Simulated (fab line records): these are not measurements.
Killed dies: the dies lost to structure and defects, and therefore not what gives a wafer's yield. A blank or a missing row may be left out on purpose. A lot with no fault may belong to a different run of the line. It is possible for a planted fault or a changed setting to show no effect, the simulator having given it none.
Comparing a struck lot with a sound one | flow sky130 | 14 out of 708 route steps
Sound: wafers L231.4, L231.5, L231.6. The struck wafers were L225.1, L225.3, L225.5. At the end, the cause is stated.
At each step with rows: each side's tool, then ch and its chambers, then its first start. Under that, the readings that differ: sound wafers | struck wafers | difference of the means | sigmas: that difference in standard deviations of wafers without a fault.
alike: a reading whose means differ by less than 2 such deviations, as well as words and numbers matching on both sides. not compared: withheld readings; readings where some wafer has no value; bounds like >300 that might hide an equal value; numbers whose values overlap and for which the record gives no deviation.
A row with sigmas, a row that says differs or no value, or rows on one side alone: a step with any of these is where the two part. Numbers that don't overlap but have no deviation are shown without sigmas and don't part them. A reading missing from all wafers of one side parts the sides only when that side holds two or more wafers.

first, 2 steps without rows for these wafers: SKY_VIA3_CLEAN_18 (cleans in IPA, time 180 s); SKY_VIA3_CLEAN_19 (cleans in O3/DIW).
SKY_VIA3_SPUTTER_20: material TiN, target thk 20 nm, time 80 s.
  sound on pvdSputter-04 at day 45 06:50; struck on pvdSputter-03 at day 43 16:22
  alike: chamberPressurePa, throttleValvePct
then, 1 step without rows for these wafers: SKY_VIA3_CVD_21 (deposits W, target thk 390 nm, time 117.31 s).
SKY_VIA3_RS_MEAS_22: measures by four-point-probe.
  sound on filmMetro-01 at day 45 07:04; struck on filmMetro-03 at day 43 16:32
  alike: VIA3_W_RS
SKY_VIA3_THK_MEAS_23: measures by xrf.
  sound on filmMetro-01 at day 45 07:10; struck on filmMetro-03 at day 43 16:40
  alike: VIA3_W_THK
SKY_VIA3_CMP_24: polishes, stops on SiO2, t overpolish 20 s, target thk 0 nm.
  sound on cmp-01 ch 1,2,3, day 45 07:20; struck on cmp-01 ch 1,2, day 43 16:43
  alike: motorCurrentA, overpolishRunS, timeToEndpointS
SKY_METAL4_SPUTTER_00: material Ti, target thk 15 nm, time 10 s.
  sound on pvdSputter-03 at day 45 07:30; struck on pvdSputter-04 at day 43 17:01
  alike: chamberPressurePa, throttleValvePct
then, 1 step without rows for these wafers: SKY_METAL4_SPUTTER_01 (material TiN, target thk 20 nm, time 16.32 s).
SKY_METAL4_SPUTTER_02: material AlCu, target thk 735 nm, time 39.1 s.
  sound on pvdSputter-03 at day 45 07:34; struck on pvdSputter-04 at day 43 17:04
  alike: chamberPressurePa, throttleValvePct
then, 1 step without rows for these wafers: SKY_METAL4_SPUTTER_03 (material Ti, target thk 5 nm, time 3.3 s).
SKY_METAL4_SPUTTER_04: material TiN, target thk 70 nm, time 58.3 s.
  sound on pvdSputter-03 at day 45 07:37; struck on pvdSputter-04 at day 43 17:08
  alike: chamberPressurePa, throttleValvePct
SKY_CAP2M_CVD_00: deposits SiO2, target thk 15.5 nm.
  sound on pecvd-04 ch 0,1,2, day 45 07:40; struck on pecvd-03 ch 0,2, day 43 17:11
  no value came back on the struck wafers for heaterPowerOuterW (W), heaterPowerW (W), susceptorTempC (C); on the sound wafers heaterPowerOuterW (W) reads 451 488 414
SKY_PAD_OPEN_PROBE_99:
  sound wafers here have rows in the record (prober-02, day 50 08:50); struck ones have none

## WHERE THEY PART
At SKY_CAP2M_CVD_00 first; at SKY_PAD_OPEN_PROBE_99 last (within this record only).

WHY: whatever the simulator had introduced
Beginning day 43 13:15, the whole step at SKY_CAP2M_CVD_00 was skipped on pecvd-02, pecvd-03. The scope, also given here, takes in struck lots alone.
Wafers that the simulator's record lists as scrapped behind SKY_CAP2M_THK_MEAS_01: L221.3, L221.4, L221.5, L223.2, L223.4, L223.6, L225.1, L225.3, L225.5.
